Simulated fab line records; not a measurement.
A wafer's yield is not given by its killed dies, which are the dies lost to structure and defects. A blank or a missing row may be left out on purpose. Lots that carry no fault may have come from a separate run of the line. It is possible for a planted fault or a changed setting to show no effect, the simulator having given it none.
Problem report, 8D (eight disciplines) form, completed by code -- flow sky130 -- the parts of the form that need people (team, actions taken, sign-off) are left out

== 1. WHAT WENT WRONG ==
Mean of chamber pressure Torr at SKY_VIA4_CVD_18: 38.44 Torr across 4 wafers in 2 lots; on wafers with no fault it is 39.99 Torr (standard deviation 0.087). Relative to the usual mean, that is a shift of -18 standard deviations.
The step: deposits W, target thk 505 nm, time 152.14 s.
First observed at day 46 20:51: wafer L622.1, on cvd w-01. The record holds 39 wafers of 13 lots with a number at this step. Rule for "out", or "out of limits": more than 4 standard deviations from the usual mean. Any other wafer with a number is counted as sound.

== 2. WHAT IT IS, AND WHAT IT ISN'T ==
question,is,is not
which readings at this step,chamber pressure Torr,heater power w
which lots,"L622, L626","L607, L608, L609, L611, L612, L613, L614, L615, L616, L617, L630"
which wafers of those lots,"L622.1, L622.4, L622.5, L626.2","L626.1, L626.6"
read on which tools,cvd w-01,cvd w-02
when,from day 46 20:51,"up to then (30 sound wafers); but 5 sound wafers of L626, L630 came after"

== 3. THE SUSPECTS, EACH WITH WHAT RULES IT OUT ==
Counting: any tool at a process step up to the reading remains a suspect provided it ran every lot that is out. Sound lots after the first of them don't rule it out here, since some wafers of a struck lot are sound.
- cmp-01 at SKY_VIA4_CMP_02 (polishes SiO2): kept. Every lot that is out went through it, the first being L622 (day 45 23:25); the last sound lot it ran before that was L617 (day 44 16:35).
- cvd w-01 at SKY_VIA4_CVD_18 (deposits W, target thk 505 nm, time 152.14 s): kept. Every lot that is out went through it, the first being L622 (day 46 20:51); the last sound lot it ran before that was L616 (day 45 07:53). On those wafers its own readings are out: chamber pressure Torr.
- At SKY_VIA4_CVD_18 on cvd w-01, chamber 1 took the sound wafers of the same lots and chamber 0 took the wafers that are out.
Remaining after the count are cmp-01 at SKY_VIA4_CMP_02 and cvd w-01 at SKY_VIA4_CVD_18.

== 4. THE CAUSE (what the simulator had put in) ==
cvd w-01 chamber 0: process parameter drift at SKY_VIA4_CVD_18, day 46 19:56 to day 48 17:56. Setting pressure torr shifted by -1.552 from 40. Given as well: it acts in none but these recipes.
Counting leaves 2 suspects; this tool is one of them.

== 5. THE EFFECT CHAIN, in route order ==
One row per reading whose mean, taken over the struck wafers that have a number, lies over 3 standard deviations from the usual. Only readings for which the record gives a usual standard deviation are gone through. hours: the time from each lot's start at the first step in this table that gives one to its start at this step, as a median over the lots. sigmas: the change in usual standard deviations.
hours,step,reading,usual,on struck wafers,change,sigmas
0,SKY_VIA4_CVD_18,chamber pressure Torr,39.99 Torr,38.44,-1.55,-18
Process steps it contains:
- SKY_VIA4_CVD_18: deposits W, target thk 505 nm, time 152.14 s.

== 6. WHAT WOULD HAVE CAUGHT IT SOONER ==
In this record the first reading out of limits was taken at day 46 20:51, 1 hour after the fault began at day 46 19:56.
